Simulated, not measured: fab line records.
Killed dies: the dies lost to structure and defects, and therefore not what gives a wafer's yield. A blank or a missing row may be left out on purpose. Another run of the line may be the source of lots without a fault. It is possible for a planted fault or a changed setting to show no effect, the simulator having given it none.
fab line records | flow gf180mcu | part 1 of 2: steps 1 to 28 of 42
record lots=5 | wafers=15 | lastDay=33
route steps=602 shown MIM@510 M5@526 V5@540
lots with no fault: from the same line, run without faults
startH: hours from the record's opening day to when the first of the lot's shown wafers began | waitH: hours since the lot's step before | " identical to the entry in the row above | L1.1+2: a row that stands for several wafers | - no value present, or no start provided | * or withheld: withheld | < > ~ a bound
route shown NAME@n: NAME is a module with steps in the file, n the number in the route of the first one | usual: average and standard deviation across the fault-free wafers | same: alike in all rows | chamber/n: place in a boat | sites: per-site readings | _std_site: their standard deviation | _edge_site: the outer-site mean with the inner-site mean subtracted | radiusMm: how far each site lies from the wafer's centre | mask NAME#n: copy n | behind: the most recent tool/chamber to have shaped the wafer | hold: why the lot was held/for how many hours/how that ended | device: the transistor (n, p or np) that didn't switch | end of line: the route-end tests of the same wafers | a step with no rows: only its recipe | killed: dies lost to structure and defects at the first sort, not the wafer's yield | map: a wafer's dies, x killed, . not, _ none there
set.NAME: the run value of the setting; set.NAME@STEP: its run value at that earlier step | model.NAME: the simulator's own value behind a step, which no gauge read
lots seen at some steps along the route; tables by step, rows by wafer
services: when a tool's chamber went out of use (startH, in hours from the record's first day, below 0 if earlier), for how many hours, and the reason
## steps
# step GF_MIM_SPUTTER_07
# recipe material=TiN | targetThkNm=60 | powerW=6500 | timeS=50 | chamberPressurePa=0.4
# usual cathodeDcPowerW=6499.9/1.2 | throttleValvePct=30.0/0.6
lot.wafer | tool          | chamber | startH | waitH | cathodeDcPowerW | throttleValvePct
L075.4    | pvdSputter-04 | -       | 582.90 | 0.0   | 6500.7          | 29.6
L075.5    | "             | -       | "      | "     | 6498.7          | 29.6
L075.6    | "             | -       | "      | "     | 6498.3          | 30.4
L080.1    | pvdSputter-03 | -       | 616.94 | 0.1   | 6496.4          | 29.1
L080.2    | "             | -       | "      | "     | 6500.4          | 29.7
L080.5    | "             | -       | "      | "     | 6501.6          | 30.9
L082.1    | pvdSputter-01 | -       | 634.19 | 0.1   | 6500.9          | 29.4
L082.2    | "             | -       | "      | "     | 6498.3          | 29.5
L082.5    | "             | -       | "      | "     | 6501.4          | 30.2
L084.2    | pvdSputter-04 | -       | 644.24 | 0.0   | 6499.2          | 29.8
L084.5    | "             | -       | "      | "     | 6499.7          | 30.1
L084.6    | "             | -       | "      | "     | 6501.4          | 29.6
L092.1    | pvdSputter-04 | -       | 697.66 | 0.1   | 6498.8          | 29.8
L092.2    | "             | -       | "      | "     | 6498.6          | 30.1
L092.3    | "             | -       | "      | "     | 6499.7          | 29.9
# step GF_MIM_SPUTTER_08
# recipe material=AlCu | targetThkNm=200 | powerW=10600 | timeS=10.6 | chamberPressurePa=0.4
# usual cathodeDcPowerW=10600/1.9 | throttleValvePct=30.0/0.61
lot.wafer | tool          | chamber | startH | waitH | cathodeDcPowerW | throttleValvePct
L075.4    | pvdSputter-04 | -       | 582.94 | 0.0   | 10602           | 29.7
L075.5    | "             | -       | "      | "     | 10600           | 29.4
L075.6    | "             | -       | "      | "     | 10599           | 30.1
L080.1    | pvdSputter-03 | -       | 616.99 | 0.0   | 10597           | 28.8
L080.2    | "             | -       | "      | "     | 10600           | 29.7
L080.5    | "             | -       | "      | "     | 10598           | 31.0
L082.1    | pvdSputter-01 | -       | 634.23 | 0.0   | 10601           | 29.6
L082.2    | "             | -       | "      | "     | 10602           | 29.3
L082.5    | "             | -       | "      | "     | 10600           | 30.3
L084.2    | pvdSputter-04 | -       | 644.29 | 0.0   | 10602           | 29.9
L084.5    | "             | -       | "      | "     | 10599           | 30.3
L084.6    | "             | -       | "      | "     | 10603           | 29.5
L092.1    | pvdSputter-04 | -       | 697.70 | 0.0   | 10602           | 29.8
L092.2    | "             | -       | "      | "     | 10599           | 30.1
L092.3    | "             | -       | "      | "     | 10600           | 29.7
# step GF_MIM_SPUTTER_09
# recipe material=TiN | targetThkNm=35 | powerW=6500 | timeS=29.2 | chamberPressurePa=0.4
# usual cathodeDcPowerW=6499.8/1.2 | throttleValvePct=30.0/0.6
lot.wafer | tool          | chamber | startH | waitH | cathodeDcPowerW | throttleValvePct
L075.4    | pvdSputter-04 | -       | 582.97 | 0.0   | 6499.4          | 29.6
L075.5    | "             | -       | "      | "     | 6499.9          | 29.3
L075.6    | "             | -       | "      | "     | 6497.8          | 30.2
L080.1    | pvdSputter-03 | -       | 617.01 | 0.0   | 6501.2          | 29.3
L080.2    | "             | -       | "      | "     | 6499.5          | 29.4
L080.5    | "             | -       | "      | "     | 6500.8          | 30.8
L082.1    | pvdSputter-01 | -       | 634.26 | 0.0   | 6500.3          | 29.7
L082.2    | "             | -       | "      | "     | 6498.4          | 29.5
L082.5    | "             | -       | "      | "     | 6498.9          | 30.0
L084.2    | pvdSputter-04 | -       | 644.31 | 0.0   | 6499.9          | 29.8
L084.5    | "             | -       | "      | "     | 6500.9          | 30.1
L084.6    | "             | -       | "      | "     | 6496.7          | 29.8
L092.1    | pvdSputter-04 | -       | 697.73 | 0.0   | 6498.8          | 29.6
L092.2    | "             | -       | "      | "     | 6500.8          | 30.2
L092.3    | "             | -       | "      | "     | 6499.6          | 29.4
# step GF_MIM_RS_MEAS_10
# recipe thkMeasGauge=four-point-probe | reads=TiN_of_MIM_SPUTTER_09+AlCu_of_MIM_SPUTTER_08+TiN_of_MIM_SPUTTER_07
# usual MIM_ALCU_RS=0.1602/0.0016
lot.wafer | tool         | chamber | startH | waitH | MIM_ALCU_RS[ohm/sq]
L075.4    | filmMetro-02 | -       | 583.06 | 0.1   | 0.1617
L075.5    | "            | -       | "      | "     | 0.1620
L075.6    | "            | -       | "      | "     | 0.1623
L080.1    | filmMetro-02 | -       | 617.04 | 0.0   | 0.1600
L080.2    | "            | -       | "      | "     | 0.1616
L080.5    | "            | -       | "      | "     | 0.1598
L082.1    | filmMetro-02 | -       | 634.29 | 0.0   | 0.1599
L082.2    | "            | -       | "      | "     | 0.1584
L082.5    | "            | -       | "      | "     | 0.1589
L084.2    | filmMetro-02 | -       | 644.36 | 0.0   | 0.1576
L084.5    | "            | -       | "      | "     | 0.1579
L084.6    | "            | -       | "      | "     | 0.1598
L092.1    | filmMetro-04 | -       | 697.76 | 0.0   | 0.1612
L092.2    | "            | -       | "      | "     | 0.1624
L092.3    | "            | -       | "      | "     | 0.1620
# step GF_MIM_THK_MEAS_11
# recipe thkMeasGauge=xrf | reads=AlCu_of_MIM_SPUTTER_08
# usual MIM_ALCU_THK=200.8/2.4
lot.wafer | tool         | chamber | startH | waitH | MIM_ALCU_THK[nm]
L075.4    | filmMetro-02 | -       | 583.15 | 0.1   | 199.0
L075.5    | "            | -       | "      | "     | 199.5
L075.6    | "            | -       | "      | "     | 198.0
L080.1    | filmMetro-02 | -       | 617.16 | 0.1   | 201.2
L080.2    | "            | -       | "      | "     | 199.1
L080.5    | "            | -       | "      | "     | 201.5
L082.1    | filmMetro-02 | -       | 634.41 | 0.1   | 202.2
L082.2    | "            | -       | "      | "     | 204.9
L082.5    | "            | -       | "      | "     | 204.1
L084.2    | filmMetro-02 | -       | 644.47 | 0.1   | 205.4
L084.5    | "            | -       | "      | "     | 204.7
L084.6    | "            | -       | "      | "     | 202.8
L092.1    | filmMetro-04 | -       | 697.88 | 0.1   | 199.6
L092.2    | "            | -       | "      | "     | 198.0
L092.3    | "            | -       | "      | "     | 198.8
# step GF_MIM_DEHYDRATE_12
# recipe tempC=200 | timeS=60
lot.wafer  | tool          | chamber | startH | waitH
L075.4+5+6 | lithoTrack-02 | 0       | 593.03 | 9.9
L080.1+2+5 | lithoTrack-03 | 0       | 626.52 | 9.4
L082.1+2+5 | lithoTrack-04 | 0       | 643.45 | 9.0
L084.2+5+6 | lithoTrack-03 | 0       | 654.00 | 9.5
L092.1+2+3 | lithoTrack-03 | 0       | 706.02 | 8.1
# step GF_MIM_HMDS_13
# recipe primeTimeS=60 | primeTempC=120
# same primeTimeS=60
lot.wafer  | tool          | chamber | startH | waitH
L075.4+5+6 | lithoTrack-02 | 0       | 593.18 | 0.1
L080.1+2+5 | lithoTrack-03 | 0       | 626.67 | 0.1
L082.1+2+5 | lithoTrack-04 | 0       | 643.60 | 0.1
L084.2+5+6 | lithoTrack-03 | 0       | 654.15 | 0.1
L092.1+2+3 | lithoTrack-03 | 0       | 706.17 | 0.1
# step GF_MIM_COAT_14
# recipe resist=NOVOLAK | spinRpm=3000 | resistThkNm=1000
lot.wafer  | tool          | chamber | startH | waitH
L075.4+5+6 | lithoTrack-02 | 0       | 593.33 | 0.1
L080.1+2+5 | lithoTrack-03 | 0       | 626.82 | 0.1
L082.1+2+5 | lithoTrack-04 | 0       | 643.75 | 0.1
L084.2+5+6 | lithoTrack-03 | 0       | 654.30 | 0.1
L092.1+2+3 | lithoTrack-03 | 0       | 706.32 | 0.1
# step GF_MIM_SOFTBAKE_15
# recipe tempC=90 | timeS=60 | resist=NOVOLAK
lot.wafer  | tool          | chamber | startH | waitH
L075.4+5+6 | lithoTrack-02 | 0       | 593.48 | 0.1
L080.1+2+5 | lithoTrack-03 | 0       | 626.97 | 0.1
L082.1+2+5 | lithoTrack-04 | 0       | 643.90 | 0.1
L084.2+5+6 | lithoTrack-03 | 0       | 654.45 | 0.1
L092.1+2+3 | lithoTrack-03 | 0       | 706.47 | 0.1
# step GF_MIM_EXPOSE_16
# recipe maskId=FuseTop | targetCdNm=2000 | na=0.6 | sourceShape=conventional | sigmaOuter=0.6 | doseMj=138.5
lot.wafer  | tool            | chamber | startH | waitH | mask
L075.4+5+6 | ilineStepper-01 | 0       | -      | -     | FuseTop#0
L080.1+2+5 | ilineStepper-02 | 0       | -      | -     | FuseTop#0
L082.1+2+5 | ilineStepper-02 | 0       | -      | -     | FuseTop#0
L084.2+5+6 | ilineStepper-01 | 0       | -      | -     | FuseTop#0
L092.1+2+3 | ilineStepper-01 | 0       | -      | -     | FuseTop#0
# step GF_MIM_PEB_17
# recipe tempC=withheld | timeS=* | resist=NOVOLAK
lot.wafer  | tool          | chamber | startH | waitH
L075.4+5+6 | lithoTrack-02 | 0       | -      | -
L080.1+2+5 | lithoTrack-03 | 0       | -      | -
L082.1+2+5 | lithoTrack-03 | 0       | -      | -
L084.2+5+6 | lithoTrack-03 | 0       | -      | -
L092.1+2+3 | lithoTrack-04 | 0       | -      | -
# step GF_MIM_DEVELOP_18
# recipe developTimeS=60 | devTempC=23
# same developTimeS=60
lot.wafer  | tool          | chamber | startH | waitH
L075.4+5+6 | lithoTrack-02 | 0       | 604.03 | 0.1
L080.1+2+5 | lithoTrack-03 | 0       | 636.72 | 0.1
L082.1+2+5 | lithoTrack-03 | 0       | 653.52 | 0.1
L084.2+5+6 | lithoTrack-03 | 0       | 664.15 | 0.1
L092.1+2+3 | lithoTrack-04 | 0       | 715.25 | 0.1
# step GF_MIM_METAL_ETCH_19
# recipe chemistry=Cl2/BCl3 | maskMaterial=NOVOLAK | stopOn=Si3N4 | targetDepthNm=324.5 | pressureMtorr=8 | icpW=800 | biasW=140 | Cl2_flow_sccm=80 | bcl3FlowSccm=40 | timeS=54.1
# usual biasW=140.1/0.42 | drypumpMotorCurrentA=5.5/0.42 | oesProductAu=0.941/0.0059 | throttleValvePct=28.284/0.0095
lot.wafer | tool        | chamber | startH | waitH | biasW | drypumpMotorCurrentA | oesProductAu | rfHoursCounterH | throttleValvePct
L075.4    | rieMetal-01 | 1       | 604.13 | 0.1   | 139.6 | 6.3                  | 0.942        | -               | 28.290
L075.5    | "           | 1       | "      | "     | 139.7 | 6.4                  | 0.936        | -               | 28.307
L075.6    | "           | 0       | "      | "     | 140.1 | 5.4                  | 0.947        | -               | 28.289
L080.1    | rieMetal-03 | 0       | 636.87 | 0.1   | 140.0 | 5.7                  | 0.938        | 1               | 28.284
L080.2    | "           | 1       | "      | "     | 139.8 | 4.9                  | 0.946        | 4               | 28.272
L080.5    | "           | 0       | "      | "     | 140.5 | 5.7                  | 0.944        | -               | 28.295
L082.1    | rieMetal-01 | 1       | 653.67 | 0.1   | 139.7 | 6.3                  | 0.945        | 10              | 28.257
L082.2    | "           | 0       | "      | "     | 139.7 | 5.4                  | 0.948        | 11              | 28.289
L082.5    | "           | 1       | "      | "     | 139.9 | 6.4                  | 0.953        | -               | 28.283
L084.2    | rieMetal-04 | 1       | 664.27 | 0.1   | 140.3 | 5.2                  | 0.949        | 5               | 28.295
L084.5    | "           | 0       | "      | "     | 140.3 | 5.6                  | 0.946        | -               | 28.279
L084.6    | "           | 1       | "      | "     | 140.3 | 5.2                  | 0.950        | -               | 28.278
L092.1    | rieMetal-04 | 1       | 715.40 | 0.1   | 139.9 | 5.2                  | 0.943        | 7               | 28.284
L092.2    | "           | 0       | "      | "     | 140.2 | 5.6                  | 0.935        | 8               | 28.280
L092.3    | "           | 0       | "      | "     | 140.7 | 5.6                  | 0.935        | -               | 28.282
# step GF_MIM_STRIP_20
# recipe chemistry=O2/N2 | powerW=1400 | pressureMtorr=1500 | platenTempC=250 | o2FlowSccm=3000 | n2FlowSccm=300 | overashFraction=0.5
# usual drypumpMotorCurrentA=5.9/0.63 | heaterPowerW=337/40 | oesProductAu=0.692/0.0053 | stripTimeToEndpointS=11.22/0.041
lot.wafer | tool           | chamber | startH | waitH | drypumpMotorCurrentA | heaterPowerW | oesProductAu | rfHoursCounterH | stripTimeToEndpointS
L075.4    | plasmaAsher-01 | 0       | 604.21 | 0.1   | 6.6                  | 257          | 0.685        | -               | 11.17
L075.5    | "              | 0       | "      | "     | 6.6                  | 252          | 0.684        | -               | 11.17
L075.6    | "              | 1       | "      | "     | 5.8                  | 372          | 0.681        | -               | 11.15
L080.1    | plasmaAsher-02 | 1       | 636.94 | 0.0   | 6.2                  | 382          | 0.693        | 56              | 11.23
L080.2    | "              | 0       | "      | "     | 5.1                  | 350          | 0.690        | 56              | 11.19
L080.5    | "              | 0       | "      | "     | 5.1                  | 364          | 0.687        | -               | 11.24
L082.1    | plasmaAsher-01 | 0       | 653.74 | 0.0   | 6.6                  | 260          | 0.691        | 90              | 11.20
L082.2    | "              | 1       | "      | "     | 5.8                  | 365          | 0.696        | 90              | 11.23
L082.5    | "              | 1       | "      | "     | 5.8                  | 374          | 0.691        | -               | 11.21
L084.2    | plasmaAsher-02 | 0       | 664.34 | 0.0   | 5.1                  | 358          | 0.692        | 59              | 11.27
L084.5    | "              | 0       | "      | "     | 5.1                  | 349          | 0.697        | -               | 11.28
L084.6    | "              | 1       | "      | "     | 6.3                  | 374          | 0.694        | -               | 11.25
L092.1    | plasmaAsher-04 | 1       | 715.47 | 0.0   | 5.3                  | 319          | 0.700        | 110             | 11.23
L092.2    | "              | 0       | "      | "     | 6.7                  | 330          | 0.688        | 110             | 11.26
L092.3    | "              | 0       | "      | "     | 6.7                  | 342          | 0.692        | -               | 11.24
# step GF_MIM_STRIP_21
# recipe chemistry=postEtchResidueRemover | timeS=1200 | tempC=72.5
# usual bathGuardTempC=72.5/0.55
lot.wafer | tool        | chamber | startH | waitH | bathGuardTempC
L075.4    | wetBench-02 | 1       | 604.28 | 0.0   | 72.3
L075.5    | "           | 1       | "      | "     | 72.1
L075.6    | "           | 1       | "      | "     | 72.2
L080.1    | wetBench-03 | 2       | 637.04 | 0.1   | 72.4
L080.2    | "           | 2       | "      | "     | 72.4
L080.5    | "           | 2       | "      | "     | 72.0
L082.1    | wetBench-03 | 3       | 653.84 | 0.1   | 71.9
L082.2    | "           | 3       | "      | "     | 71.9
L082.5    | "           | 3       | "      | "     | 72.1
L084.2    | wetBench-03 | 3       | 664.44 | 0.1   | 71.9
L084.5    | "           | 3       | "      | "     | 71.9
L084.6    | "           | 3       | "      | "     | 71.9
L092.1    | wetBench-04 | 2       | 715.57 | 0.1   | 73.4
L092.2    | "           | 2       | "      | "     | 73.3
L092.3    | "           | 2       | "      | "     | 73.3
# step GF_MIM_CLEAN_22
# recipe chemistry=DIW | dry=n2Spin
lot.wafer  | tool        | chamber | startH | waitH
L075.4+5+6 | wetBench-03 | 3       | 604.62 | 0.0
L080.1+2+5 | wetBench-02 | 0       | 637.42 | 0.0
L082.1+2+5 | wetBench-02 | 3       | 654.19 | 0.0
L084.2+5+6 | wetBench-02 | 2       | 665.13 | 0.0
L092.1+2+3 | wetBench-03 | 1       | 715.91 | 0.0
# step GF_M5_DEHYDRATE_00
# recipe tempC=200 | timeS=60
lot.wafer  | tool          | chamber | startH | waitH
L075.4+5+6 | lithoTrack-04 | 0       | 614.67 | 10.0
L080.1+2+5 | lithoTrack-04 | 0       | 646.95 | 9.4
L082.1+2+5 | lithoTrack-03 | 0       | 663.02 | 8.7
L084.2+5+6 | lithoTrack-01 | 0       | 674.19 | 9.0
L092.1+2+3 | lithoTrack-01 | 0       | 724.27 | 8.3
# step GF_M5_HMDS_01
# recipe primeTimeS=60 | primeTempC=120
# same primeTimeS=60
lot.wafer  | tool          | chamber | startH | waitH
L075.4+5+6 | lithoTrack-04 | 0       | 614.82 | 0.1
L080.1+2+5 | lithoTrack-04 | 0       | 647.10 | 0.1
L082.1+2+5 | lithoTrack-03 | 0       | 663.17 | 0.1
L084.2+5+6 | lithoTrack-01 | 0       | 674.34 | 0.1
L092.1+2+3 | lithoTrack-01 | 0       | 724.42 | 0.1
# step GF_M5_COAT_02
# recipe resist=KrF | spinRpm=withheld | resistThkNm=1000
lot.wafer  | tool          | chamber | startH | waitH
L075.4+5+6 | lithoTrack-04 | 0       | 614.97 | 0.1
L080.1+2+5 | lithoTrack-04 | 0       | 647.25 | 0.1
L082.1+2+5 | lithoTrack-03 | 0       | 663.32 | 0.1
L084.2+5+6 | lithoTrack-01 | 0       | 674.49 | 0.1
L092.1+2+3 | lithoTrack-01 | 0       | 724.57 | 0.1
# step GF_M5_SOFTBAKE_03
# recipe tempC=130 | timeS=60 | resist=KrF
lot.wafer  | tool          | chamber | startH | waitH
L075.4+5+6 | lithoTrack-04 | 0       | 615.12 | 0.1
L080.1+2+5 | lithoTrack-04 | 0       | 647.40 | 0.1
L082.1+2+5 | lithoTrack-03 | 0       | 663.47 | 0.1
L084.2+5+6 | lithoTrack-01 | 0       | 674.64 | 0.1
L092.1+2+3 | lithoTrack-01 | 0       | 724.72 | 0.1
# step GF_M5_EXPOSE_04
# recipe maskId=Metal5 | targetCdNm=280 | na=0.68 | sourceShape=conventional | sigmaOuter=0.6 | doseMj=28
lot.wafer  | tool          | chamber | startH | waitH | mask
L075.4+5+6 | krfScanner-01 | 0       | -      | -     | Metal5#0
L080.1+2+5 | krfScanner-01 | 0       | -      | -     | Metal5#0
L082.1+2+5 | krfScanner-01 | 0       | -      | -     | Metal5#0
L084.2+5+6 | krfScanner-02 | 0       | -      | -     | Metal5#0
L092.1+2+3 | krfScanner-02 | 0       | -      | -     | Metal5#0
# step GF_M5_PEB_05
# recipe pebTempC=134.6 | pebTimeS=90 | resist=KrF
lot.wafer  | tool          | chamber | startH | waitH
L075.4+5+6 | lithoTrack-04 | 0       | -      | -
L080.1+2+5 | lithoTrack-04 | 0       | -      | -
L082.1+2+5 | lithoTrack-04 | 0       | -      | -
L084.2+5+6 | lithoTrack-01 | 0       | -      | -
L092.1+2+3 | lithoTrack-04 | 0       | -      | -
# step GF_M5_DEVELOP_06
# recipe developTimeS=60 | devTempC=21
# same developTimeS=60
lot.wafer  | tool          | chamber | startH | waitH
L075.4+5+6 | lithoTrack-04 | 0       | 625.17 | 0.1
L080.1+2+5 | lithoTrack-04 | 0       | 657.05 | 0.2
L082.1+2+5 | lithoTrack-04 | 0       | 673.00 | 0.2
L084.2+5+6 | lithoTrack-01 | 0       | 683.84 | 0.2
L092.1+2+3 | lithoTrack-04 | 0       | 733.05 | 0.2
# step GF_M5_CD_MEAS_07
# recipe targetCdNm=280
# usual cdNm=279.8/1.2
lot.wafer | tool     | chamber | startH | waitH | cdNm
L075.4    | cdSem-02 | -       | 625.31 | 0.1   | 278.8
L075.5    | "        | -       | "      | "     | 279.5
L075.6    | "        | -       | "      | "     | 279.4
L080.1    | cdSem-02 | -       | 657.20 | 0.1   | 278.9
L080.2    | "        | -       | "      | "     | 280.4
L080.5    | "        | -       | "      | "     | 280.0
L082.1    | cdSem-02 | -       | 673.15 | 0.1   | 279.5
L082.2    | "        | -       | "      | "     | 280.9
L082.5    | "        | -       | "      | "     | 278.9
L084.2    | cdSem-02 | -       | 683.99 | 0.1   | 279.6
L084.5    | "        | -       | "      | "     | 279.2
L084.6    | "        | -       | "      | "     | 279.5
L092.1    | cdSem-02 | -       | 733.24 | 0.2   | 280.1
L092.2    | "        | -       | "      | "     | 280.7
L092.3    | "        | -       | "      | "     | 279.9
# step GF_M5_OVL_MEAS_08
# usual M5_OVL=0/6.4
lot.wafer | tool       | chamber | startH | waitH | M5_OVL[nm]
L075.4    | overlay-02 | -       | 625.39 | 0.1   | 3
L075.5    | "          | -       | "      | "     | 5
L075.6    | "          | -       | "      | "     | 2
L080.1    | overlay-01 | -       | 657.32 | 0.1   | -2
L080.2    | "          | -       | "      | "     | 5
L080.5    | "          | -       | "      | "     | 1
L082.1    | overlay-01 | -       | 673.27 | 0.1   | 9
L082.2    | "          | -       | "      | "     | 5
L082.5    | "          | -       | "      | "     | 2
L084.2    | overlay-02 | -       | 684.09 | 0.1   | -7
L084.5    | "          | -       | "      | "     | -4
L084.6    | "          | -       | "      | "     | -9
L092.1    | overlay-01 | -       | 733.36 | 0.1   | -2
L092.2    | "          | -       | "      | "     | -6
L092.3    | "          | -       | "      | "     | 2
# step GF_M5_ETCH_09
# recipe chemistry=CF4/O2 | target=Si3N4 | targetDepthNm=52 | sourceW=800 | biasW=150 | pressureMtorr=150 | cf4FlowSccm=80 | O2_flow_sccm=10 | timeS=11.6
# usual biasW=150.0/0.45 | drypumpMotorCurrentA=5.6/0.49 | oesProductAu=1.003/0.011 | throttleValvePct=5.971/0.0098
lot.wafer | tool       | chamber | startH | waitH | biasW | drypumpMotorCurrentA | oesProductAu | rfHoursCounterH | throttleValvePct
L075.4    | rieDiel-02 | 3       | 625.40 | 0.0   | 149.5 | 5.5                  | 1.013        | 12              | 5.973
L075.5    | "          | 1       | "      | "     | 150.4 | 5.6                  | 1.004        | -               | 5.954
L075.6    | "          | 2       | "      | "     | 151.2 | 6.4                  | 1.018        | -               | 5.980
L080.1    | rieDiel-04 | 0       | 657.35 | 0.0   | 149.8 | 4.7                  | 0.984        | 14              | 5.966
L080.2    | "          | 2       | "      | "     | 150.2 | 6.2                  | 1.007        | 5               | 5.968
L080.5    | "          | 0       | "      | "     | 149.8 | 4.7                  | 0.986        | -               | 5.977
L082.1    | rieDiel-02 | 1       | 673.30 | 0.0   | 151.0 | 5.6                  | 0.996        | 21              | 5.959
L082.2    | "          | 3       | "      | "     | 149.9 | 5.5                  | 1.004        | 13              | 5.969
L082.5    | "          | 0       | "      | "     | 150.0 | 5.8                  | 0.996        | -               | 5.963
L084.2    | rieDiel-01 | 2       | 684.12 | 0.0   | 149.6 | 5.1                  | 1.004        | 5               | 5.965
L084.5    | "          | 2       | "      | "     | 149.2 | 5.1                  | 1.002        | -               | 5.961
L084.6    | "          | 3       | "      | "     | 149.9 | 5.1                  | 0.996        | -               | 5.969
L092.1    | rieDiel-02 | 3       | 733.39 | 0.0   | 150.4 | 5.5                  | 1.024        | 16              | 5.989
L092.2    | "          | 2       | "      | "     | 150.4 | 6.4                  | 1.032        | 5               | 5.983
L092.3    | "          | 1       | "      | "     | 148.8 | 5.7                  | 1.003        | 24              | 5.974
# step GF_M5_METAL_ETCH_10
# recipe chemistry=Cl2/BCl3 | maskMaterial=KrF | targetDepthNm=627.5 | stopOn=SiO2 | pressureMtorr=8 | icpW=800 | biasW=140 | Cl2_flow_sccm=80 | bcl3FlowSccm=40 | timeS=104.6
# usual biasW=140.0/0.39 | drypumpMotorCurrentA=5.6/0.4 | oesProductAu=0.972/0.007 | throttleValvePct=28.248/0.012
lot.wafer | tool        | chamber | startH | waitH | biasW | drypumpMotorCurrentA | oesProductAu | rfHoursCounterH | throttleValvePct
L075.4    | rieMetal-01 | 0       | 625.47 | 0.0   | 140.1 | 5.4                  | 0.976        | -               | 28.249
L075.5    | "           | 1       | "      | "     | 140.2 | 6.3                  | 0.976        | -               | 28.238
L075.6    | "           | 0       | "      | "     | 140.3 | 5.4                  | 0.972        | -               | 28.241
L080.1    | rieMetal-03 | 1       | 657.38 | 0.0   | 140.0 | 5.0                  | 0.991        | 5               | 28.241
L080.2    | "           | 0       | "      | "     | 140.1 | 5.6                  | 0.970        | 1               | 28.238
L080.5    | "           | 1       | "      | "     | 140.7 | 4.9                  | 0.981        | -               | 28.224
L082.1    | rieMetal-02 | 0       | 673.33 | 0.0   | 139.4 | 5.7                  | 0.981        | 1               | 28.247
L082.2    | "           | 1       | "      | "     | 139.7 | 5.6                  | 0.983        | 13              | 28.253
L082.5    | "           | 0       | "      | "     | 140.2 | 5.7                  | 0.972        | -               | 28.253
L084.2    | rieMetal-01 | 1       | 684.18 | 0.0   | 139.9 | 6.4                  | 0.981        | -               | 28.263
L084.5    | "           | 1       | "      | "     | 139.9 | 6.3                  | 0.979        | -               | 28.222
L084.6    | "           | 1       | "      | "     | 139.8 | 6.4                  | 0.976        | -               | 28.260
L092.1    | rieMetal-01 | 1       | 733.42 | 0.0   | 139.8 | 6.4                  | 0.979        | 15              | 28.232
L092.2    | "           | 1       | "      | "     | 139.9 | 6.4                  | 0.975        | -               | 28.245
L092.3    | "           | 1       | "      | "     | 139.8 | 6.3                  | 0.969        | -               | 28.238
# step GF_M5_STRIP_11
# recipe chemistry=O2/N2 | powerW=1400 | pressureMtorr=1500 | platenTempC=250 | o2FlowSccm=3000 | n2FlowSccm=300 | overashFraction=0.5
# usual drypumpMotorCurrentA=5.8/0.63 | heaterPowerW=344/24 | oesProductAu=0.543/0.0051 | stripTimeToEndpointS=7.51/0.039
lot.wafer | tool           | chamber | startH | waitH | drypumpMotorCurrentA | heaterPowerW | oesProductAu | rfHoursCounterH | stripTimeToEndpointS
L075.4    | plasmaAsher-04 | 0       | 625.57 | 0.1   | 6.7                  | 344          | 0.546        | -               | 7.48
L075.5    | "              | 0       | "      | "     | 6.7                  | 335          | 0.542        | -               | 7.51
L075.6    | "              | 1       | "      | "     | 5.3                  | 311          | 0.541        | -               | 7.49
L080.1    | plasmaAsher-02 | 1       | 657.49 | 0.1   | 6.3                  | 385          | 0.538        | 58              | 7.43
L080.2    | "              | 0       | "      | "     | 5.1                  | 359          | 0.542        | 58              | 7.54
L080.5    | "              | 0       | "      | "     | 5.1                  | 351          | 0.538        | -               | 7.44
L082.1    | plasmaAsher-03 | 0       | 673.44 | 0.1   | 5.3                  | 334          | 0.545        | 24              | 7.55
L082.2    | "              | 1       | "      | "     | 5.9                  | 334          | 0.539        | 24              | 7.52
L082.5    | "              | 0       | "      | "     | 5.3                  | 344          | 0.544        | -               | 7.55
L084.2    | plasmaAsher-02 | 0       | 684.37 | 0.1   | 5.1                  | 359          | 0.548        | 61              | 7.45
L084.5    | "              | 0       | "      | "     | 5.1                  | 350          | 0.546        | -               | 7.44
L084.6    | "              | 1       | "      | "     | 6.2                  | 358          | 0.535        | -               | 7.46
L092.1    | plasmaAsher-04 | 1       | 733.64 | 0.2   | 5.3                  | 309          | 0.536        | 112             | 7.49
L092.2    | "              | 0       | "      | "     | 6.7                  | 342          | 0.534        | 112             | 7.49
L092.3    | "              | 1       | "      | "     | 5.3                  | 322          | 0.540        | -               | 7.50
